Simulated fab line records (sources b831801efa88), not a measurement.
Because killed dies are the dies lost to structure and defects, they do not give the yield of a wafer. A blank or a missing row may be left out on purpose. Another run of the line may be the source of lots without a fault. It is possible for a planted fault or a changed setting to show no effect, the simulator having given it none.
fab line records + flow sky130
record:
- lots: 6
- wafers: 18
- lastDay: 50
route steps=708 shown VIA4@648 METAL5@661 PAD_OPEN@708
lots that met no fault: from a run of the same line without faults
startH: the number of hours between the record's first day and the start of the first shown wafer of the lot + waitH: hours since the lot's step before + " unchanged from the row above + L1.1+2: several wafers, shown together as one row + - no value, or no start given + * or withheld: withheld + < > ~ a bound
route shown NAME@n: NAME is a module with steps in the file, n the number in the route of the first one + usual: mean and standard deviation over wafers with no fault + same: alike in all rows + chamber/n: place in a boat + sites: the reading at each site + _std_site: standard deviation across them + _edge_site: inner sites' mean taken away from outer sites' mean + radiusMm: for every site, how far away it sits from the centre of the wafer + mask NAME#n: copy n + behind: the last tool/chamber to shape the wafer + hold: why the lot was held/for how many hours/how that ended + device: which transistor (n, p or np) failed to switch + end of line: tests run on the same wafers once the route is complete + a step given without rows: its recipe and nothing more + killed: not the wafer's yield, but the dies lost to structure and defects at the first sort + map: shows each die of a wafer: x if killed, . if not, _ if none is there
set.NAME: the run value of the setting; set.NAME@STEP: its run value at that earlier step + model.NAME: the simulator's own value behind a step, which no gauge read
certain route steps with their lots: each step a table, each wafer a row
services: a tool's chamber out of use, with start hour (startH, from the record's first day; less than 0 if before it), hours out, and reason
== steps ==
step: SKY_VIA4_PEB_09
recipe:
- tempC: withheld
- timeS: *
- resist: NOVOLAK
step: SKY_VIA4_DEVELOP_10
recipe:
- resist: NOVOLAK
- developer: TMAH
- developTimeS: 60
- devTempC: 23
step: SKY_VIA4_OVL_MEAS_11
usual:
- VIA4_OVL: 0.5/1.6
| lot.wafer | tool       | chamber | startH  | waitH | VIA4_OVL[nm] |
|-----------|------------|---------|---------|-------|--------------|
| L556.4    | overlay-01 | -       | 1026.94 | 0.1   | -0.2         |
| L556.5    | "          | -       | "       | "     | -1.3         |
| L556.6    | "          | -       | "       | "     | -0.4         |
| L559.2    | overlay-01 | -       | 1050.72 | 0.1   | 1.4          |
| L559.3    | "          | -       | "       | "     | 3.2          |
| L559.4    | "          | -       | "       | "     | 1.9          |
| L563.1    | overlay-01 | -       | 1067.86 | 0.1   | 0.3          |
| L563.2    | "          | -       | "       | "     | 0.7          |
| L563.5    | "          | -       | "       | "     | -0.4         |
| L571.2    | overlay-01 | -       | 1121.08 | 0.1   | -1.3         |
| L571.3    | "          | -       | "       | "     | -0.3         |
| L571.4    | "          | -       | "       | "     | -0.1         |
| L572.1    | overlay-02 | -       | 1134.72 | 0.1   | 2.6          |
| L572.2    | "          | -       | "       | "     | 1.2          |
| L572.6    | "          | -       | "       | "     | 0.8          |
| L573.2    | overlay-01 | -       | 1146.13 | 0.1   | -1.1         |
| L573.4    | "          | -       | "       | "     | -0.9         |
| L573.5    | "          | -       | "       | "     | -0.8         |
step: SKY_VIA4_ETCH_12
recipe:
- target: SiO2
- chemistry: C4F8/O2/Ar
- stopOn: TiN
- maskMaterial: NOVOLAK
- sourceW: 1500
- biasW: 1200
- pressureMtorr: 40
- c4f8FlowSccm: withheld
- O2_flow_sccm: 6
- Ar_flow_sccm: 300
- timeS: withheld
- targetDepthA: 5800
usual:
- oesProductAu: 0.926/0.0047
| lot.wafer | tool       | chamber | startH  | waitH | oesProductAu |
|-----------|------------|---------|---------|-------|--------------|
| L556.4    | rieDiel-02 | 0       | 1026.99 | 0.0   | 0.937        |
| L556.5    | "          | 3       | "       | "     | 0.926        |
| L556.6    | "          | 2       | "       | "     | 0.928        |
| L559.2    | rieDiel-04 | 1       | 1050.75 | 0.0   | 0.927        |
| L559.3    | "          | 3       | "       | "     | 0.923        |
| L559.4    | "          | 0       | "       | "     | 0.928        |
| L563.1    | rieDiel-03 | 1       | 1067.90 | 0.0   | 0.930        |
| L563.2    | "          | 2       | "       | "     | 0.936        |
| L563.5    | "          | 3       | "       | "     | 0.930        |
| L571.2    | rieDiel-02 | 1       | 1121.11 | 0.0   | 0.930        |
| L571.3    | "          | 0       | "       | "     | 0.934        |
| L571.4    | "          | 3       | "       | "     | 0.921        |
| L572.1    | rieDiel-04 | 3       | 1134.75 | 0.0   | 0.928        |
| L572.2    | "          | 2       | "       | "     | 0.922        |
| L572.6    | "          | 0       | "       | "     | 0.930        |
| L573.2    | rieDiel-04 | 0       | 1146.16 | 0.0   | 0.930        |
| L573.4    | "          | 1       | "       | "     | 0.929        |
| L573.5    | "          | 1       | "       | "     | 0.922        |
step: SKY_VIA4_STRIP_13
recipe:
- chemistry: O2/N2
- powerW: 1400
- pressureMtorr: 1500
- platenTempC: withheld
- o2FlowSccm: 3000
- n2FlowSccm: 300
- overashFraction: 0.5
usual:
- drypumpMotorCurrentA: 5.8/0.47
- oesProductAu: 0.709/0.0046
- stripTimeToEndpointS: 12.807/0.03
same:
- overashFraction: 0.5
| lot.wafer | tool           | chamber | startH  | waitH | drypumpMotorCurrentA | oesProductAu | rfHoursCounterH | stripTimeToEndpointS |
|-----------|----------------|---------|---------|-------|----------------------|--------------|-----------------|----------------------|
| L556.4    | plasmaAsher-02 | 0       | 1027.06 | -     | 5.8                  | 0.713        | -               | 12.824               |
| L556.5    | "              | 1       | "       | "     | 6.2                  | 0.712        | -               | 12.794               |
| L556.6    | "              | 0       | "       | "     | 5.8                  | 0.708        | -               | 12.829               |
| L559.2    | plasmaAsher-01 | 0       | 1050.82 | -     | 5.2                  | 0.704        | 109             | 12.781               |
| L559.3    | "              | 1       | "       | "     | 5.2                  | 0.707        | -               | 12.770               |
| L559.4    | "              | 0       | "       | "     | 5.1                  | 0.712        | -               | 12.779               |
| L563.1    | plasmaAsher-03 | 0       | 1067.97 | -     | 5.4                  | 0.698        | 92              | 12.773               |
| L563.2    | "              | 1       | "       | "     | 6.4                  | 0.705        | 92              | 12.846               |
| L563.5    | "              | 0       | "       | "     | 5.4                  | 0.711        | -               | 12.831               |
| L571.2    | plasmaAsher-01 | 1       | 1121.18 | -     | 5.2                  | 0.707        | 6               | 12.823               |
| L571.3    | "              | 1       | "       | "     | 5.2                  | 0.697        | -               | 12.796               |
| L571.4    | "              | 0       | "       | "     | 5.1                  | 0.701        | -               | 12.840               |
| L572.1    | plasmaAsher-03 | 1       | 1134.82 | -     | 6.4                  | 0.703        | 99              | 12.809               |
| L572.2    | "              | 0       | "       | "     | 5.4                  | 0.710        | 99              | 12.807               |
| L572.6    | "              | 0       | "       | "     | 5.4                  | 0.709        | -               | 12.767               |
| L573.2    | plasmaAsher-02 | 1       | 1146.23 | -     | 6.1                  | 0.713        | 72              | 12.787               |
| L573.4    | "              | 1       | "       | "     | 6.2                  | 0.703        | -               | 12.794               |
| L573.5    | "              | 1       | "       | "     | 6.2                  | 0.705        | -               | 12.807               |
step: SKY_VIA4_STRIP_14
recipe:
- chemistry: postEtchResidueRemover
- timeS: 1200
- tempC: 72.5
step: SKY_VIA4_CLEAN_15
recipe:
- chemistry: IPA
- timeS: 180
- tempC: 25
step: SKY_VIA4_CLEAN_16
recipe:
- chemistry: O3/DIW
- dry: n2Spin
step: SKY_VIA4_SPUTTER_17
recipe:
- material: TiN
- targetThkNm: 20
- chamberPressurePa: 5
- powerW: 4000
- timeS: 80
usual:
- throttleValvePct: 29.9/0.77
| lot.wafer | tool          | chamber | startH  | waitH | throttleValvePct |
|-----------|---------------|---------|---------|-------|------------------|
| L556.4    | pvdSputter-01 | -       | 1027.62 | 0.0   | 30.5             |
| L556.5    | "             | -       | "       | "     | 30.8             |
| L556.6    | "             | -       | "       | "     | 30.5             |
| L559.2    | pvdSputter-01 | -       | 1051.41 | 0.0   | 30.8             |
| L559.3    | "             | -       | "       | "     | 30.6             |
| L559.4    | "             | -       | "       | "     | 30.0             |
| L563.1    | pvdSputter-02 | -       | 1068.60 | 0.0   | 30.5             |
| L563.2    | "             | -       | "       | "     | 28.4             |
| L563.5    | "             | -       | "       | "     | 28.4             |
| L571.2    | pvdSputter-01 | -       | 1121.77 | 0.0   | 29.6             |
| L571.3    | "             | -       | "       | "     | 30.4             |
| L571.4    | "             | -       | "       | "     | 30.7             |
| L572.1    | pvdSputter-03 | -       | 1135.42 | 0.0   | 30.1             |
| L572.2    | "             | -       | "       | "     | 29.6             |
| L572.6    | "             | -       | "       | "     | 29.5             |
| L573.2    | pvdSputter-01 | -       | 1146.86 | 0.0   | 29.7             |
| L573.4    | "             | -       | "       | "     | 30.8             |
| L573.5    | "             | -       | "       | "     | 30.6             |
step: SKY_VIA4_CVD_18
recipe:
- material: W
- targetThkNm: 505
- timeS: 152.14
- tempC: 400
- pressureTorr: 40
usual:
- heaterPowerW: 782/19
- susceptorTempC: 400.02/0.21
| lot.wafer | tool    | chamber | startH  | waitH | heaterPowerW | susceptorTempC |
|-----------|---------|---------|---------|-------|--------------|----------------|
| L556.4    | cvdW-02 | 1       | 1027.73 | 0.1   | 781          | 400.23         |
| L556.5    | "       | 0       | "       | "     | 783          | 400.13         |
| L556.6    | "       | 1       | "       | "     | 776          | 399.92         |
| L559.2    | cvdW-01 | 0       | 1051.47 | 0.0   | 765          | 399.76         |
| L559.3    | "       | 0       | "       | "     | 766          | 399.99         |
| L559.4    | "       | 1       | "       | "     | 783          | 399.97         |
| L563.1    | cvdW-02 | 0       | 1068.66 | 0.0   | 811          | 400.15         |
| L563.2    | "       | 1       | "       | "     | 796          | 399.60         |
| L563.5    | "       | 0       | "       | "     | 820          | 400.15         |
| L571.2    | cvdW-02 | 1       | 1121.83 | 0.0   | 781          | 400.27         |
| L571.3    | "       | 1       | "       | "     | 782          | 400.52         |
| L571.4    | "       | 0       | "       | "     | 779          | 399.89         |
| L572.1    | cvdW-02 | 0       | 1135.48 | 0.0   | 788          | 400.38         |
| L572.2    | "       | 1       | "       | "     | 778          | 400.12         |
| L572.6    | "       | 0       | "       | "     | 821          | 400.04         |
| L573.2    | cvdW-02 | 1       | 1146.92 | 0.0   | 783          | 400.03         |
| L573.4    | "       | 1       | "       | "     | 779          | 400.05         |
| L573.5    | "       | 1       | "       | "     | 790          | 400.48         |
step: SKY_VIA4_RS_MEAS_19
recipe:
- thkMeasGauge: four-point-probe
- reads: W_of_VIA4_CVD_18+TiN_of_VIA4_SPUTTER_17
usual:
- VIA4_W_RS: 0.2270/0.0026
| lot.wafer | tool         | chamber | startH  | waitH | VIA4_W_RS[ohm/sq] |
|-----------|--------------|---------|---------|-------|-------------------|
| L556.4    | filmMetro-04 | -       | 1027.90 | 0.1   | 0.2303            |
| L556.5    | "            | -       | "       | "     | 0.2273            |
| L556.6    | "            | -       | "       | "     | 0.2302            |
| L559.2    | filmMetro-03 | -       | 1051.64 | 0.1   | 0.2231            |
| L559.3    | "            | -       | "       | "     | 0.2248            |
| L559.4    | "            | -       | "       | "     | 0.2284            |
| L563.1    | filmMetro-03 | -       | 1068.81 | 0.1   | 0.2317            |
| L563.2    | "            | -       | "       | "     | 0.2302            |
| L563.5    | "            | -       | "       | "     | 0.2322            |
| L571.2    | filmMetro-03 | -       | 1122.01 | 0.1   | 0.2281            |
| L571.3    | "            | -       | "       | "     | 0.2295            |
| L571.4    | "            | -       | "       | "     | 0.2293            |
| L572.1    | filmMetro-03 | -       | 1135.63 | 0.1   | 0.2248            |
| L572.2    | "            | -       | "       | "     | 0.2280            |
| L572.6    | "            | -       | "       | "     | 0.2263            |
| L573.2    | filmMetro-01 | -       | 1147.10 | 0.1   | 0.2281            |
| L573.4    | "            | -       | "       | "     | 0.2282            |
| L573.5    | "            | -       | "       | "     | 0.2277            |
step: SKY_VIA4_THK_MEAS_20
recipe:
- thkMeasGauge: xrf
- reads: W_of_VIA4_CVD_18
usual:
- VIA4_W_THK: 504/6.8
| lot.wafer | tool         | chamber | startH  | waitH | VIA4_W_THK[nm] |
|-----------|--------------|---------|---------|-------|----------------|
| L556.4    | filmMetro-04 | -       | 1027.99 | 0.1   | 489            |
| L556.5    | "            | -       | "       | "     | 497            |
| L556.6    | "            | -       | "       | "     | 491            |
| L559.2    | filmMetro-03 | -       | 1051.75 | 0.1   | 510            |
| L559.3    | "            | -       | "       | "     | 506            |
| L559.4    | "            | -       | "       | "     | 497            |
| L563.1    | filmMetro-03 | -       | 1068.93 | 0.1   | 494            |
| L563.2    | "            | -       | "       | "     | 493            |
| L563.5    | "            | -       | "       | "     | 491            |
| L571.2    | filmMetro-03 | -       | 1122.12 | 0.1   | 502            |
| L571.3    | "            | -       | "       | "     | 497            |
| L571.4    | "            | -       | "       | "     | 499            |
| L572.1    | filmMetro-03 | -       | 1135.75 | 0.1   | 511            |
| L572.2    | "            | -       | "       | "     | 503            |
| L572.6    | "            | -       | "       | "     | 505            |
| L573.2    | filmMetro-01 | -       | 1147.21 | 0.1   | 496            |
| L573.4    | "            | -       | "       | "     | 496            |
| L573.5    | "            | -       | "       | "     | 499            |
step: SKY_VIA4_CMP_21
recipe:
- stopOn: SiO2
- tOverpolishS: 25
- downForcePsi: 3.5
- platenRpm: 60
- targetThkNm: 0
- padVelocityMS: 0.94248
usual:
- motorCurrentA: 10.4/1.1
- overpolishRunS: 25.000/0.0092
- tOverpolishS: 25/0
- timeToEndpointS: 122/5.8
| lot.wafer | tool   | chamber | startH  | waitH | motorCurrentA | overpolishRunS | tOverpolishS | timeToEndpointS |
|-----------|--------|---------|---------|-------|---------------|----------------|--------------|-----------------|
| L556.4    | cmp-01 | 0       | 1028.02 | 0.0   | 10.4          | 25.000         | 25           | 120             |
| L556.6    | "      | 0       | "       | "     | 10.4          | 24.999         | 25           | 126             |
| L556.5    | "      | 1       | "       | "     | 8.4           | 24.997         | 25           | 120             |
| L559.2    | cmp-01 | 2       | 1051.85 | 0.1   | 10.0          | 24.999         | 25           | 139             |
| L559.4    | "      | 3       | "       | "     | 10.3          | 24.992         | 25           | 128             |
| L559.3    | "      | 0       | "       | "     | 10.5          | 25.003         | 25           | 126             |
| L563.2    | cmp-02 | 0       | 1069.04 | 0.1   | 12.3          | 25.009         | 25           | 124             |
| L563.1    | "      | 1       | "       | "     | 10.9          | 25.001         | 25           | 119             |
| L563.5    | "      | 0       | "       | "     | 12.5          | 25.009         | 25           | 119             |
| L571.3    | cmp-01 | 0       | 1122.25 | 0.1   | 10.4          | 19.781         | 19.785       | 116             |
| L571.2    | "      | 1       | "       | "     | 8.9           | 19.787         | 19.785       | 110             |
| L571.4    | "      | 2       | "       | "     | 11.1          | 19.782         | 19.785       | 125             |
| L572.1    | cmp-02 | 1       | 1135.86 | 0.1   | 10.5          | 24.990         | 25           | 122             |
| L572.2    | "      | 2       | "       | "     | 9.1           | 24.991         | 25           | 122             |
| L572.6    | "      | 1       | "       | "     | 10.8          | 25.022         | 25           | 119             |
| L573.4    | cmp-01 | 0       | 1147.91 | 0.7   | 10.2          | 19.787         | 19.785       | 116             |
| L573.2    | "      | 1       | "       | "     | 8.0           | 19.788         | 19.785       | 118             |
| L573.5    | "      | 0       | "       | "     | 11.3          | 19.774         | 19.785       | 116             |
step: SKY_METAL5_SPUTTER_00
recipe:
- material: Ti
- targetThkNm: 15
- powerW: 3000
- timeS: 10
- chamberPressurePa: 0.4
usual:
- throttleValvePct: 30.1/1.2
| lot.wafer | tool          | chamber | startH  | waitH | throttleValvePct |
|-----------|---------------|---------|---------|-------|------------------|
| L556.4    | pvdSputter-02 | -       | 1028.32 | 0.2   | 29.4             |
| L556.5    | "             | -       | "       | "     | 28.2             |
| L556.6    | "             | -       | "       | "     | 30.2             |
| L559.2    | pvdSputter-02 | -       | 1052.10 | 0.2   | 29.3             |
| L559.3    | "             | -       | "       | "     | 30.2             |
| L559.4    | "             | -       | "       | "     | 28.2             |
| L563.1    | pvdSputter-02 | -       | 1069.29 | 0.1   | 29.9             |
| L563.2    | "             | -       | "       | "     | 30.3             |
| L563.5    | "             | -       | "       | "     | 30.2             |
| L571.2    | pvdSputter-01 | -       | 1122.50 | 0.1   | 29.5             |
| L571.3    | "             | -       | "       | "     | 30.5             |
| L571.4    | "             | -       | "       | "     | 31.0             |
| L572.1    | pvdSputter-01 | -       | 1136.11 | 0.2   | 30.5             |
| L572.2    | "             | -       | "       | "     | 30.3             |
| L572.6    | "             | -       | "       | "     | 30.4             |
| L573.2    | pvdSputter-01 | -       | 1148.21 | 0.2   | 30.7             |
| L573.4    | "             | -       | "       | "     | 30.6             |
| L573.5    | "             | -       | "       | "     | 30.3             |
step: SKY_PAD_OPEN_PROBE_99
usual:
- defectLimitedYield: 82.7/1.9
- killed_at_M0_to_M3: 43/6.6
- killed_at_M4_up: 3.1/1.6
- killedAtContacts: 23/5.6
- killedAtFrontEnd: 15/4.2
- killedAtOther: 0.2/0.43
- killedDies: 85/9.3
- killedOpen: 46/6.6
- killedShort: 39/6.2
- sort_bin_3_pad_short: 0.8/0.37
- sort_bin_5_function: 10.2/1.5
- sort_bin_6_memory: 6.2/1.1
- sortNPass: 407/9.3
- sortYieldPct: 82.7/1.9
same:
- grossDies: 492
- killedAtBackSide: 0
- sort_bin_4_leakage[%]: 0
- sort_bin_8_speed[%]: 0
| lot.wafer | tool      | chamber | startH  | waitH | defectLimitedYield[%] | killed_at_M0_to_M3 | killed_at_M4_up | killedAtContacts | killedAtFrontEnd | killedAtOther | killedDies | killedOpen | killedShort | sort_bin_3_pad_short[%] | sort_bin_5_function[%] | sort_bin_6_memory[%] | sortNPass | sortYieldPct[%] |
|-----------|-----------|---------|---------|-------|-----------------------|--------------------|-----------------|------------------|------------------|---------------|------------|------------|-------------|-------------------------|------------------------|----------------------|-----------|-----------------|
| L556.4    | prober-01 | -       | 1095.62 | 0.2   | 82.5                  | 47                 | 4               | 25               | 10               | 0             | 86         | 48         | 38          | 0.4                     | 10.8                   | 6.3                  | 406       | 82.5            |
| L556.5    | prober-01 | -       | 1095.67 | 0.2   | 85.0                  | 31                 | 2               | 25               | 16               | 0             | 74         | 39         | 35          | 0.6                     | 7.5                    | 6.9                  | 418       | 85.0            |
| L556.6    | prober-01 | -       | 1095.72 | 0.2   | 86.8                  | 37                 | 3               | 16               | 9                | 0             | 65         | 43         | 22          | 0.2                     | 8.3                    | 4.7                  | 427       | 86.8            |
| L573.2    | prober-01 | -       | 1201.40 | 0.1   | 82.1                  | 50                 | 4               | 20               | 14               | 0             | 88         | 46         | 42          | 1.2                     | 9.8                    | 6.9                  | 404       | 82.1            |
| L573.4    | prober-01 | -       | 1201.50 | 0.2   | 84.6                  | 43                 | 5               | 15               | 13               | 0             | 76         | 39         | 37          | 1.2                     | 8.7                    | 5.5                  | 416       | 84.6            |
| L573.5    | prober-01 | -       | 1201.55 | 0.2   | 84.3                  | 45                 | 3               | 18               | 11               | 0             | 77         | 40         | 37          | 1.4                     | 9.3                    | 4.9                  | 415       | 84.3            |
killed by level:class
L556.4 CONTACT:geometricParticle:open=11 VIA1:geometricParticle:open=8 LI_CONTACT:geometricParticle:open=7 METAL2:geometricParticle:short=7 VIA2:geometricParticle:open=6 VIA3:geometricParticle:short=5 METAL1:geometricParticle:short=5 FIELD_ISO:geometricParticle:open=4
L556.5 CONTACT:geometricParticle:open=10 FIELD_ISO:geometricParticle:open=8 VIA1:geometricParticle:open=6 LOCAL_INTERCONNECT:geometricParticle:short=5 VIA3:geometricParticle:open=5 VIA1:geometricParticle:short=4 LI_CONTACT:geometricParticle:short=4 METAL1:geometricParticle:short=4
L556.6 VIA1:geometricParticle:open=11 METAL1:geometricParticle:short=8 VIA3:geometricParticle:open=8 LI_CONTACT:geometricParticle:open=5 CONTACT:geometricParticle:open=5 POLY_GATE:geometricParticle:open=4 VIA1:geometricParticle:short=4 VIA2:geometricParticle:open=4
L573.2 CONTACT:geometricParticle:open=10 VIA2:geometricParticle:open=9 VIA3:geometricParticle:open=8 VIA1:geometricParticle:open=7 VIA1:geometricParticle:short=6 FIELD_ISO:geometricParticle:short=5 VIA2:geometricParticle:short=5 METAL3:geometricParticle:short=5
L573.4 VIA1:geometricParticle:open=10 VIA3:geometricParticle:open=8 CONTACT:geometricParticle:open=7 VIA3:geometricParticle:short=7 POLY_GATE:geometricParticle:short=5 VIA2:geometricParticle:open=5 METAL1:geometricParticle:short=5 LI_CONTACT:geometricParticle:open=4
L573.5 VIA3:geometricParticle:open=8 VIA2:geometricParticle:open=7 CONTACT:geometricParticle:open=7 LOCAL_INTERCONNECT:geometricParticle:short=6 VIA1:geometricParticle:open=6 VIA1:geometricParticle:short=5 VIA2:geometricParticle:short=5 LI_CONTACT:geometricParticle:open=4
== services ==
| tool           | chamber | startH  | hours | kind                          |
|----------------|---------|---------|-------|-------------------------------|
| rieDiel-03     | -       | 1010.55 | 0.4   | repair                        |
| cmp-01         | -       | 1014.24 | 1.1   | repair                        |
| pvdSputter-01  | -       | 1015.28 | 2.1   | repair                        |
| pvdSputter-03  | -       | 1017.08 | 2.3   | repair                        |
| cmp-02         | -       | 1018.10 | 4.3   | pm                            |
| rieDiel-03     | 0       | 1022.68 | 1.5   | repair                        |
| cmp-01         | -       | 1023.64 | 3.4   | repair                        |
| pvdSputter-02  | -       | 1041.83 | 2.8   | repair                        |
| plasmaAsher-01 | -       | 1055.30 | 9.0   | pm                            |
| pvdSputter-01  | -       | 1058.95 | 10.0  | repair                        |
| cmp-01         | -       | 1084.08 | 4.0   | pm                            |
| rieDiel-03     | -       | 1087.57 | 1.6   | repair                        |
| cmp-01         | -       | 1088.08 | -     | consumableReplace:conditioner |
| cmp-01         | -       | 1088.08 | -     | consumableReplace:pad         |
| rieDiel-03     | -       | 1097.53 | 1.3   | repair                        |
| cmp-01         | -       | 1098.68 | 3.2   | repair                        |
| plasmaAsher-02 | -       | 1105.56 | 1.1   | repair                        |
| cvdW-01        | 1       | 1123.06 | 6.9   | repair                        |
| rieDiel-02     | 2       | 1125.34 | 5.8   | repair                        |
| rieDiel-03     | 1       | 1130.88 | 2.5   | repair                        |
| rieDiel-02     | -       | 1134.03 | 2.8   | pm                            |
| plasmaAsher-02 | -       | 1135.13 | 0.7   | repair                        |
| cmp-02         | -       | 1139.08 | 17.4  | pm                            |
| rieDiel-02     | 0       | 1145.48 | 4.7   | repair                        |
== key ==
firstSign:
- step: SKY_VIA4_CMP_21
- reading: tOverpolishS
- direction: down
- sigmas: 99+
- usual: 25
- struck: 19.785
effect:
- step: SKY_VIA4_CMP_21
- reading: overpolishRunS
- direction: down
- sigmas: 99+
- usual: 25.000
- struck: 19.783
metAt SKY_VIA4_CMP_21
struckWafers L571.2,L571.3,L571.4,L573.2,L573.4,L573.5
onsetBetween 1051.85 1122.25
fault:
- kind: processParameterDrift
- tool: cmp-01
- chamber: -
- onsetH: 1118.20
- steps: SKY_VIA4_CMP_21
- channel: tOverpolishS
- offset: -5.2152
- shape: step
- endH: 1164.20
- actsIn: theseRecipesOnly
- stated: 25
